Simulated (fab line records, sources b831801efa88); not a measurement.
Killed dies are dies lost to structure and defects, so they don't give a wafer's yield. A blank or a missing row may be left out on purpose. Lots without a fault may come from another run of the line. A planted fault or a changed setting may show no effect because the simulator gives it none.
fab line records | flow sky130
record lots=5 wafers=15 last_day=50
route steps=708 shown SALICIDE@361 LI_CONTACT@362 PAD_OPEN@708
lots that met no fault: from a run of the same line without faults
start_h: hours from the record's first day to the start of the lot's first wafer shown | wait_h: hours since the lot's step before | " the same as in the row above | L1.1+2: a row that stands for several wafers | - no value, or no start given | * or withheld: withheld | < > ~ a bound
route shown NAME@n: a module of which the file shows steps, and the number in the route of the first | usual: mean/standard deviation of fault-free wafers | same: alike in all rows | chamber/n: place in a boat | sites: the reading at each site | _std_site: their standard deviation | _edge_site: outer sites' mean less inner sites' | radius_mm: how far each site lies from the wafer's centre | mask NAME#n: copy n | behind: the tool/chamber that last shaped the wafer | hold: why the lot was held/for how many hours/how that ended | device: the transistor (n, p or np) that didn't switch | end of line: the same wafers' tests at the end of the route | a step without rows: its recipe alone | killed: dies lost to structure and defects at the first sort, not the wafer's yield | map: a wafer's dies, x killed, . not, _ none there
set.NAME: the setting as run; set.NAME@STEP: as run at that earlier step | model.NAME: the simulator's own value behind a step, which no gauge read
lots at some steps of the route; a table a step, a row a wafer
services: from which hour (start_h, from the record's first day; less than 0 if before it) a tool's chamber was out of use, for how many hours, and why
## steps
# step SKY_SALICIDE_CLEAN_00
# recipe chemistry=HF-last time_s=30 dilution=100:1 dry=ipa_marangoni
# step SKY_LI_CONTACT_HDPCVD_00
# recipe material=PSG target_thk_nm=930 sigma_open_frac=0.3 time_s=155 temp_c=600 sih4_flow_sccm=60 pressure_mtorr=6
# step SKY_LI_CONTACT_THK_MEAS_01
# recipe reads=PSG_of_LI_CONTACT_HDPCVD_00
# usual LI_CONTACT_HDPCVD_THK=935/10
# columns lot.wafer tool chamber start_h wait_h LI_CONTACT_HDPCVD_THK[nm]
L395.1 film_metro-03 - 710.71 0.1 932
L395.3 " - " " 932
L395.5 " - " " 932
L402.1 film_metro-04 - 764.02 0.1 930
L402.4 " - " " 941
L402.5 " - " " 933
L404.2 film_metro-03 - 781.99 0.1 938
L404.4 " - " " 933
L404.5 " - " " 940
L407.1 film_metro-04 - 806.72 0.1 961
L407.2 " - " " 937
L407.4 " - " " 947
L409.3 film_metro-04 - 827.88 0.1 928
L409.5 " - " " 943
L409.6 " - " " 936
# step SKY_LI_CONTACT_CMP_02
# recipe material=PSG down_force_psi=4 platen_rpm=60 pad_velocity_m_s=0.94248
# usual motor_current_A=11.6/1.1 time_to_endpoint_s=32/3.1
# columns lot.wafer tool chamber start_h wait_h motor_current_A time_to_endpoint_s
L395.1 cmp-01 2 710.77 0.1 12.5 30
L395.3 " 0 " " 11.6 34
L395.5 " 3 " " 11.0 37
L402.1 cmp-01 0 764.13 0.1 11.5 33
L402.4 " 1 " " 12.1 37
L402.5 " 3 " " 11.0 34
L404.2 cmp-02 3 782.04 0.0 13.1 30
L404.4 " 2 " " 10.7 31
L404.5 " 3 " " 12.8 32
L407.1 cmp-01 1 806.78 0.1 12.5 36
L407.4 " 2 " " 12.3 29
L407.2 " 3 " " 11.2 35
L409.3 cmp-02 1 827.92 0.0 9.9 30
L409.6 " 1 " " 9.5 30
L409.5 " 2 " " 11.2 26
# step SKY_LI_CONTACT_BOW_MEAS_03
# recipe mode=bow
# usual LI_CONTACT_BOW=55/6.7
# columns lot.wafer tool chamber start_h wait_h LI_CONTACT_BOW[um]
L395.1 film_metro-03 - 711.07 0.2 48
L395.3 " - " " 54
L395.5 " - " " 48
L402.1 film_metro-03 - 764.38 0.2 59
L402.4 " - " " 49
L402.5 " - " " 46
L404.2 film_metro-04 - 782.36 0.3 68
L404.4 " - " " 57
L404.5 " - " " 63
L407.1 film_metro-03 - 807.08 0.2 42
L407.2 " - " " 54
L407.4 " - " " 47
L409.3 film_metro-01 - 828.26 0.3 58
L409.5 " - " " 58
L409.6 " - " " 63
# step SKY_LI_CONTACT_DEHYDRATE_04
# recipe temp_c=200 time_s=60
# step SKY_LI_CONTACT_HMDS_05
# recipe prime_time_s=60 prime_temp_c=120
# step SKY_LI_CONTACT_COAT_06
# recipe resist=BARC temp_c=withheld time_s=withheld spin_rpm=3000 resist_thk_nm=60
# step SKY_LI_CONTACT_COAT_07
# recipe resist=KrF-thick spin_rpm=3000 resist_thk_nm=450
# step SKY_LI_CONTACT_SOFTBAKE_08
# recipe temp_c=100 time_s=90 resist=KrF-thick
# step SKY_LI_CONTACT_EXPOSE_09
# recipe mask_id=LICM1 na=0.8 source_shape=annular sigma_inner=0.55 sigma_outer=0.85 target_cd_nm=170 dose_mj=38
# step SKY_LI_CONTACT_PEB_10
# recipe peb_temp_c=withheld peb_time_s=withheld resist=KrF-thick
# step SKY_LI_CONTACT_DEVELOP_11
# recipe develop_time_s=60 resist=KrF-thick dev_temp_c=21
# columns lot.wafer tool chamber start_h wait_h
L395.1+3+5 litho_track-03 0 737 -
L402.1+4+5 litho_track-04 0 790 -
L404.2+4+5 litho_track-04 0 808 -
L407.1+2+4 litho_track-03 0 833 -
L409.3+5+6 litho_track-04 0 854 -
# step SKY_LI_CONTACT_CD_MEAS_12
# recipe target_cd_nm=170
# usual cd_nm=169.3/1.5
# columns lot.wafer tool chamber start_h wait_h cd_nm
L395.1 cd_sem-01 - 737.80 - 165.9
L395.3 " - " " 166.0
L395.5 " - " " 167.3
L402.1 cd_sem-01 - 791.12 - 169.9
L402.4 " - " " 169.9
L402.5 " - " " 169.5
L404.2 cd_sem-01 - 808.64 - 169.1
L404.4 " - " " 168.0
L404.5 " - " " 168.4
L407.1 cd_sem-02 - 833.30 - 166.7
L407.2 " - " " 167.7
L407.4 " - " " 166.0
L409.3 cd_sem-01 - 854.56 - 169.3
L409.5 " - " " 169.0
L409.6 " - " " 169.3
# step SKY_LI_CONTACT_OVL_MEAS_13
# usual LI_CONTACT_OVL=4/4.4
# columns lot.wafer tool chamber start_h wait_h LI_CONTACT_OVL[nm]
L395.1 overlay-02 - 737.92 0.1 5
L395.3 " - " " 3
L395.5 " - " " 1
L402.1 overlay-01 - 791.24 0.1 4
L402.4 " - " " 0
L402.5 " - " " 0
L404.2 overlay-02 - 808.74 0.1 -1
L404.4 " - " " 2
L404.5 " - " " 2
L407.1 overlay-01 - 833.42 0.1 6
L407.2 " - " " 10
L407.4 " - " " 4
L409.3 overlay-02 - 854.65 0.1 5
L409.5 " - " " 4
L409.6 " - " " 7
# step SKY_LI_CONTACT_ETCH_14
# recipe chemistry=N2/H2 target=BARC ion_energy_ev=200 source_w=500 bias_w=100 pressure_mtorr=30 n2_flow_sccm=100 h2_flow_sccm=200 stop_on=SiO2 time_s=45.9 target_depth_a=600
# usual drypump_motor_current_A=5.9/0.66 h2_flow_sccm=200.0/0.6 n2_flow_sccm=99.9/0.31 oes_product_au=0.854/0.0045 rf_fwd_power_W=494.2/2.5 throttle_valve_pct=13.224/0.0092
# columns lot.wafer tool chamber start_h wait_h drypump_motor_current_A h2_flow_sccm n2_flow_sccm oes_product_au rf_fwd_power_W rf_hours_counter_h throttle_valve_pct model.LI_CONTACT.cd_nm
L395.1 rie_diel-04 2 737.95 0.0 6.7 199.1 99.9 0.855 490.8 1 13.218 166.5
L395.3 " 1 " " 6.8 199.4 99.1 0.854 491.1 7 13.216 166.4
L395.5 " 1 " " 6.8 199.5 99.9 0.861 491.7 - 13.223 167.5
L402.1 rie_diel-03 1 791.27 0.0 5.2 199.7 99.7 0.849 491.8 10 13.224 168.2
L402.4 " 2 " " 5.3 200.5 100.0 0.854 497.8 12 13.223 169.1
L402.5 " 3 " " 6.6 199.7 100.6 0.856 491.2 - 13.229 167.9
L404.2 rie_diel-04 3 808.77 0.0 5.1 199.9 99.7 0.855 492.5 12 13.216 168.6
L404.4 " 1 " " 6.8 200.5 100.3 0.851 493.7 10 13.225 168.3
L404.5 " 2 " " 6.8 199.9 99.7 0.855 492.6 - 13.231 169.4
L407.1 rie_diel-04 0 833.45 0.0 5.8 200.0 100.1 0.844 495.9 7 13.206 167.3
L407.2 " 2 " " 6.8 200.3 100.0 0.850 491.7 4 13.224 168.9
L407.4 " 1 " " 6.8 200.1 100.4 0.857 491.4 11 13.240 166.3
L409.3 rie_diel-04 0 854.67 0.0 5.8 200.3 99.7 0.858 494.5 7 13.234 169.8
L409.5 " 2 " " 6.8 200.6 99.8 0.845 488.7 - 13.197 170.4
L409.6 " 1 " " 6.8 200.1 100.2 0.858 494.4 - 13.229 169.6
# step SKY_LI_CONTACT_ETCH_15
# recipe target=PSG chemistry=C4F8/O2/Ar stop_on=Si taper_deg=4.15 mask_material=KrF-thick source_w=1500 bias_w=1200 pressure_mtorr=40 c4f8_flow_sccm=withheld O2_flow_sccm=6 Ar_flow_sccm=300 time_s=withheld target_depth_a=6000
# usual oes_product_au=0.836/0.0046 rf_fwd_power_W=1492/5.5
# columns lot.wafer tool chamber start_h wait_h oes_product_au rf_fwd_power_W
L395.1 rie_diel-04 2 737.99 0.0 0.831 1483
L395.3 " 1 " " 0.836 1479
L395.5 " 1 " " 0.847 1490
L402.1 rie_diel-03 1 791.31 0.0 0.846 1490
L402.4 " 2 " " 0.840 1499
L402.5 " 3 " " 0.840 1492
L404.2 rie_diel-04 3 808.81 0.0 0.835 1488
L404.4 " 1 " " 0.835 1481
L404.5 " 2 " " 0.830 1490
L407.1 rie_diel-04 0 833.49 0.0 0.840 1502
L407.2 " 2 " " 0.832 1490
L407.4 " 1 " " 0.839 1488
L409.3 rie_diel-04 0 854.71 0.0 0.837 1499
L409.5 " 2 " " 0.837 1492
L409.6 " 1 " " 0.837 1490
# step SKY_PAD_OPEN_PROBE_99
# usual killed_at_M0_to_M3=44/7.2 killed_at_M4_up=3.4/2.1 killed_at_contacts=24/5.5 killed_at_front_end=15/4.6 killed_at_other=0.4/0.64 killed_dies=86/9.1 killed_open=47/7.5 killed_short=39/5.8
# same gross_dies=492 killed_at_back_side=0
# columns lot.wafer tool chamber start_h wait_h killed_at_M0_to_M3 killed_at_M4_up killed_at_contacts killed_at_front_end killed_at_other killed_dies killed_open killed_short
L395.1 prober-01 - 1122.13 0.1 35 5 23 13 1 77 42 34
L395.3 prober-01 - 1122.23 0.2 36 3 28 15 0 82 45 36
L395.5 prober-01 - 1122.33 0.2 45 2 23 18 0 88 49 39
# killed by level:class
L395.1 VIA1:geometric_particle:open=9 LI_CONTACT:geometric_particle:open=7 METAL2:geometric_particle:short=7 VIA3:geometric_particle:open=7 CONTACT:geometric_particle:open=6 FIELD_ISO:geometric_particle:open=5 POLY_GATE:geometric_particle:short=4 CONTACT:geometric_particle:short=3
L395.3 CONTACT:geometric_particle:open=11 CONTACT:geometric_particle:short=9 VIA1:geometric_particle:open=9 FIELD_ISO:geometric_particle:open=7 VIA2:geometric_particle:open=5 LI_CONTACT:geometric_particle:open=5 FIELD_ISO:geometric_particle:short=4 VIA3:geometric_particle:short=4
L395.5 CONTACT:geometric_particle:open=9 METAL1:geometric_particle:short=9 VIA1:geometric_particle:open=8 VIA3:geometric_particle:open=7 CONTACT:geometric_particle:short=5 LI_CONTACT:geometric_particle:open=5 VIA1:geometric_particle:short=5 FIELD_ISO:geometric_particle:open=4
## services
# columns tool chamber start_h hours kind
rie_diel-04 2 694.98 - clean
rie_diel-04 2 694.98 12.7 scheduled_down
rie_diel-04 2 694.98 12.7 vent_cycle
rie_diel-03 - 710.29 2.8 pm
rie_diel-04 0 713.98 2.6 repair
rie_diel-03 1 717.09 2.8 repair
cmp-02 - 744.00 4.0 pm
cmp-02 - 748.00 - consumable_replace:conditioner
cmp-02 - 748.00 - consumable_replace:pad
cmp-02 - 788.03 1.2 repair
## key
first_sign none at tools or gauges
model_effect step=SKY_LI_CONTACT_ETCH_14 value=LI_CONTACT.cd_nm without=169.1 struck=166.8
met_at SKY_LI_CONTACT_DEVELOP_11
struck_wafers L395.1,L395.3,L395.5
tester_left_out L395
fault kind=process_parameter_drift tool=litho_track-03 chamber=- onset_h=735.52 steps=SKY_LI_CONTACT_DEVELOP_11 channel=develop_time_s offset=* shape=step end_h=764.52 acts_in=* stated=*
# tester_left_out: of these lots the tester's yield and bins aren't shown, on N5 and GAA mostly nor the transistor test; their killed dies are dies lost to structure and defects alone, not to doping, threshold or leakage, so they don't give the yield
